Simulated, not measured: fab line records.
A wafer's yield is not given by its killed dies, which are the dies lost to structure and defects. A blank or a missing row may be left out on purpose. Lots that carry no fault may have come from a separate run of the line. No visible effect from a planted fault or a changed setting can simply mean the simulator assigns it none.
Comparing a struck lot with a sound one	flow sky130	19 out of 708 route steps
Sound: the wafers L272.1, L272.2, L272.4. The struck wafers were L278.2, L278.3, L278.5. The cause is named last.
For every step that has rows: the tool of each side, followed by ch and its chambers, followed by its first start. Under that, the readings that differ: sound wafers	struck wafers	difference of the means	sigmas: that difference in standard deviations of wafers without a fault.
alike: a reading whose means differ by less than 2 such deviations, as well as words and numbers matching on both sides. not compared: withheld readings; readings where some wafer has no value; bounds like >300 that might hide an equal value; numbers whose values overlap and for which the record gives no deviation.
The two part at a step that has a row with sigmas, a row that says differs or no value, or rows on one side only. Numbers that don't overlap but have no deviation are shown without sigmas and don't part them. A reading that every wafer of one side lacks parts them only if that side has two wafers or more.

SKY_LI_CONTACT_THK_MEAS_23: measures by xrf.
  struck on filmMetro-01, day 33 05:28; sound on filmMetro-04, day 31 12:01
  alike: LI_CONTACT_W_THK
SKY_LI_CONTACT_CMP_24: polishes, stops on PSG, t overpolish 20 s, target thk 0 nm.
  sound on cmp-02 ch 1,2,3, day 31 12:04; struck on cmp-02 ch 0,3, day 33 05:31
  alike: motorCurrentA, overpolishRunS, timeToEndpointS
SKY_LOCAL_INTERCONNECT_SPUTTER_00: material TiN, target thk 100 nm, time 83.3 s.
  struck on pvdSputter-02, day 33 05:49; sound on pvdSputter-02, day 31 12:22
  alike: throttleValvePct
SKY_LOCAL_INTERCONNECT_RS_MEAS_01: the measuring method here is four-point-probe.
  struck on filmMetro-01, day 33 05:54; sound on filmMetro-03, day 31 12:26
  alike: LOCAL_INTERCONNECT_TIN_RS
SKY_LOCAL_INTERCONNECT_THK_MEAS_02: measures by xrf.
  struck on filmMetro-01, day 33 06:01; sound on filmMetro-03, day 31 12:33
  alike: LOCAL_INTERCONNECT_TIN_THK
then, 7 steps without rows for these wafers: SKY_LOCAL_INTERCONNECT_DEHYDRATE_03 (time 60 s); SKY_LOCAL_INTERCONNECT_HMDS_04 (prime time 60 s); SKY_LOCAL_INTERCONNECT_COAT_05 (resist thk 60 nm); SKY_LOCAL_INTERCONNECT_COAT_06 (resist thk 450 nm); SKY_LOCAL_INTERCONNECT_SOFTBAKE_07 (time 90 s); SKY_LOCAL_INTERCONNECT_EXPOSE_08 (exposes mask LI1M, target cd 170 nm); SKY_LOCAL_INTERCONNECT_PEB_09.
SKY_LOCAL_INTERCONNECT_DEVELOP_10: develop time 60 s.
  sound on lithoTrack-01 ch 0, day 32 16:00; struck on lithoTrack-02 ch 0, day 34 06:00
  alike: developerTempC
SKY_LOCAL_INTERCONNECT_CD_MEAS_11: target cd 170 nm.
  struck on cdSem-02, day 34 07:09; sound on cdSem-01, day 32 16:10
reading	sound	struck	difference	sigmas
cdNm (nm)	168.5 168.9 170.1	174.9 175.1 175.6	+6.0	+4
  not compared: hold
SKY_LOCAL_INTERCONNECT_OVL_MEAS_12:
  struck on overlay-01, day 34 12:08; sound on overlay-02, day 32 16:17
reading	sound	struck	difference	sigmas
hold	- - -	awaitDispo/4.9h/release awaitDispo/4.9h/release awaitDispo/4.9h/release	no value on the sound wafers	
  alike: LOCAL_INTERCONNECT_OVL
SKY_LOCAL_INTERCONNECT_ETCH_13: etches BARC in N2/H2, stops on SiO2, time 45.9 s, target depth 60 nm.
  sound on rieMetal-02 ch 0, day 32 16:19; struck on rieMetal-04 ch 0,1, day 34 12:10
reading	sound	struck	difference	sigmas
drypumpMotorCurrentA (A)	6.2 6.2 6.2	5.1 5.1 5.7	-0.9	-2
model.LOCAL_INTERCONNECT.cdNm (nm)	168 168.7 169.8	175.5 175.6 176.2	+6.9	
  alike: oesProductAu, throttleValvePct
  not compared: rfHoursCounterH
SKY_LOCAL_INTERCONNECT_METAL_ETCH_14: etches TiN in Cl2/BCl3, stops on PSG, target depth 110 nm, time 31.4 s.
  sound on rieMetal-02 ch 0, day 32 16:26; struck on rieMetal-04 ch 0,1, day 34 12:14
reading	sound	struck	difference	sigmas
drypumpMotorCurrentA (A)	6.2 6.2 6.2	5.1 5.1 5.7	-0.9	-2
model.LOCAL_INTERCONNECT.cdNm (nm)	167.7 169 169.3	175.4 175.4 176	+6.9	
  alike: oesProductAu, throttleValvePct
  not compared: rfHoursCounterH
SKY_LOCAL_INTERCONNECT_STRIP_15: strips in O2/N2.
  sound on plasmaAsher-01 ch 0,1, day 32 16:33; struck on plasmaAsher-02 ch 1, day 34 12:25
  alike: drypumpMotorCurrentA, oesProductAu, stripTimeToEndpointS
  not compared: rfHoursCounterH
-- a jump in the record: the struck wafers' starts before and after are 14 days apart (it breaks off in module LOCAL_INTERCONNECT and resumes in module PAD_OPEN, where the first step shown is number 708 of the route) --
SKY_PAD_OPEN_PROBE_99:
  struck on prober-02, day 48 16:11; sound on prober-02, day 47 13:40
reading	sound	struck	difference	sigmas
model.etest.resLi.lineOhmUm	77.15 76.38 76.25	72.64 72.47 72.64	-4.01	
  alike: killed_at_M0_to_M3, killed_at_M4_up, killedAtContacts, killedAtFrontEnd, killedAtOther, killedDies, killedOnRim, killedOpen, killedShort

== WHERE THEY PART ==
Earliest at SKY_LOCAL_INTERCONNECT_CD_MEAS_11; latest, in this record, at SKY_LOCAL_INTERCONNECT_METAL_ETCH_14. Later steps at which nothing parts them and some readings are alike: SKY_LOCAL_INTERCONNECT_STRIP_15, SKY_PAD_OPEN_PROBE_99.

WHY: what had been put in by the simulator
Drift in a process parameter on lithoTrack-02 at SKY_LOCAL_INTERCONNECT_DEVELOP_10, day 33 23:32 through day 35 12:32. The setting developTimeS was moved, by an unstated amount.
